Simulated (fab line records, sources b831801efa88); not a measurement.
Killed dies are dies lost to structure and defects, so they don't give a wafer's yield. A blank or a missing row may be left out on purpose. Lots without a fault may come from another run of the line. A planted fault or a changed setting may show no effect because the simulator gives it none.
Chamber matching | flow gf180mcu | GF_CONTACT_CVD_02 on pecvd-01: 3 sister chambers
The step deposits SiO2 from TEOS, target thk 860 nm, time 95.992 s. 14 wafers are shown with their chamber, then 6 later ones without.

WAFERS WITH THEIR CHAMBER
wafer  | chamber | heater_power_w (W)
L191.1 | 0       | 721
L191.2 | 2       | 552
L191.4 | 1       | 950
L192.1 | 2       | 595
L192.2 | 1       | 981
L192.3 | 0       | 779
L193.2 | 1       | 806
L193.4 | 2       | 550
L193.5 | 1       | 866
L196.4 | 0       | 799
L196.5 | 2       | 472
L196.6 | 1       | 922
L201.1 | 1       | 990
L201.2 | 0       | 699

SIGNATURES (means of the wafers above)
reading        | chamber 0 | chamber 1 | chamber 2 | scatter within a chamber
heater_power_w | 749.50    | 919.17    | 542.25    | 60.3
Rule: a wafer's distance from a chamber is the root of the sum, over the readings, of the square of ((its reading less the chamber's mean) divided by the reading's scatter). The wafer belongs to the nearest chamber; if the next one is less than 2 further off, it can't be placed. The scatter: the root of (the sum of the squares of (reading less its chamber's mean) over the shown wafers, divided by (wafers less chambers)).

WAFERS WITHOUT THEIR CHAMBER
wafer  | heater_power_w (W)
L201.3 | 541
L205.2 | 749
L205.3 | 507
L205.4 | 812
L213.3 | 591
L213.4 | 923

WHICH CHAMBER EACH WENT THROUGH
wafer  | from the rows above     | in truth
L201.3 | 2                       | 2
L205.2 | 0                       | 0
L205.3 | 2                       | 2
L205.4 | can't be placed: 0 or 1 | 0
L213.3 | can't be placed: 2 or 0 | 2
L213.4 | 1                       | 1
Placed correctly: 4 of 6. Can't be placed from these rows: 2 (the true chamber is among the candidates in 2). Placed wrongly: 0.
